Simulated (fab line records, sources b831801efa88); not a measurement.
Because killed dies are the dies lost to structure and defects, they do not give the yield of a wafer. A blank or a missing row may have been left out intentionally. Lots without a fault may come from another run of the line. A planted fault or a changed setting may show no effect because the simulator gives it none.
Code-filled problem report in 8D (eight disciplines) form    flow sky130    the parts of the form that need people (team, actions taken, sign-off) are left out

1. PROBLEM STATEMENT
Mean of cathode_dc_power_W at SKY_VIA3_SPUTTER_20: 3590.1 W across 9 wafers in 3 lots; on wafers with no fault it is 4000.1 W (standard deviation 0.72). That is -99 or more standard deviations from the usual mean.
The step: material TiN, target thk 20 nm, time 80 s.
The first sign was on wafer L686.2 at day 42 21:37, on pvd_sputter-04. At this step, 33 wafers from 11 lots have a number in the record. By rule, "out" or "out of limits" means more than 4 standard deviations away from the usual mean. Any other wafer with a number is counted as sound.

2. WHAT IT IS; WHAT IT IS NOT
question                     is                      is not
which readings at this step  cathode_dc_power_W      throttle_valve_pct
which lots                   L686, L687, L688        L676, L679, L681, L684, L685, L697, L698, L699
which wafers of those lots   all that have a number  -
read on which tools          pvd_sputter-04          pvd_sputter-01, pvd_sputter-03
when                         from day 42 21:37       up to then (15 sound wafers); but 9 sound wafers of L697, L698, L699 came after

3. THE SUSPECTS, EACH WITH WHAT RULES IT OUT
Counting: a tool at a process step up to the reading stays a suspect if it ran every lot that is out and no sound lot after the first of them.
- pvd_sputter-04 at SKY_VIA3_SPUTTER_20 (material TiN, target thk 20 nm, time 80 s): kept. Every lot that is out went through it, starting with L686 (day 42 21:37), and after that it ran no sound lot; the last sound lot it ran before then is L685 (day 42 20:40). Its own readings are out on those wafers: cathode_dc_power_W.
The count leaves pvd_sputter-04 at SKY_VIA3_SPUTTER_20.

4. THE CAUSE (what the simulator had put in)
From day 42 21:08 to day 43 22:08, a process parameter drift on pvd_sputter-04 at SKY_VIA3_SPUTTER_20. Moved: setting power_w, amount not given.
Only this tool survived the counting.

5. THE EFFECT CHAIN, in route order
One row per reading whose mean, taken over the struck wafers that have a number, lies over 3 standard deviations from the usual. Only readings whose record carries a usual standard deviation are examined. hours: median over the lots of the time between each lot's start at the first step of this table that gives one and its start at this step. sigmas: the change, counted in usual standard deviations.
hours  step                 reading             usual     on struck wafers  change  sigmas
0      SKY_VIA3_SPUTTER_20  cathode_dc_power_W  4000.1 W  3590.1            -410.0  -99 or more
Here are the process steps it includes:
- SKY_VIA3_SPUTTER_20: material TiN, target thk 20 nm, time 80 s.

6. WHAT WOULD HAVE CAUGHT IT SOONER
The fault began at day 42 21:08; the first out-of-limits reading in this record came at day 42 21:37, 0 hours later.
